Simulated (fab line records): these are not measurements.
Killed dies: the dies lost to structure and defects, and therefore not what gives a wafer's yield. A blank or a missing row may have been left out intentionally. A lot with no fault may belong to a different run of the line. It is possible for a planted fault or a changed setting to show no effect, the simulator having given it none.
Matching of chambers | flow gf180mcu | GF_V5_CMP_04 on cmp-02: 4 sister chambers
The step polishes SiO2. 8 wafers are shown with their chamber, then 8 later ones without.

## WAFERS WITH THEIR CHAMBER
wafer  | chamber | motor_current_A (A)
L168.2 | 3       | 12.5
L170.3 | 0       | 11.5
L170.4 | 2       | 13.8
L170.5 | 1       | 9.7
L171.2 | 3       | 11.7
L171.5 | 1       | 9.5
L171.6 | 2       | 14.7
L181.2 | 0       | 11.8

## WAFERS WITH NO CHAMBER GIVEN
wafer  | motor_current_A (A)
L181.3 | 9.9
L181.5 | 11.4
L186.1 | 14.0
L186.4 | 11.6
L186.6 | 13.9
L187.3 | 9.7
L187.4 | 11.6
L187.6 | 13.8

## WHICH CHAMBER EACH ONE RAN IN
wafer  | from the rows above     | in truth
L181.3 | 1                       | 1
L181.5 | can't be placed: 0 or 3 | 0
L186.1 | 2                       | 2
L186.4 | can't be placed: 0 or 3 | 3
L186.6 | 2                       | 2
L187.3 | 1                       | 1
L187.4 | can't be placed: 0 or 3 | 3
L187.6 | 2                       | 2
Correct placement for 5 of the 8. From these rows, 3 cannot be placed; in 3 the true chamber is one of the candidates. 0 placed wrongly.
How it was worked out, from the rows above alone: a wafer's distance from a chamber is the root of the sum, over the readings, of the square of ((its reading less the chamber's mean) divided by the reading's scatter). If the next closest chamber is less than 2 further off than the closest, the wafer can't be placed; otherwise it belongs to the closest. A chamber's mean is the mean of its shown wafers. How the scatter is found: for the shown wafers, subtract from each reading the mean of its chamber, square and add these, divide the total by (wafers less chambers), then take the root.
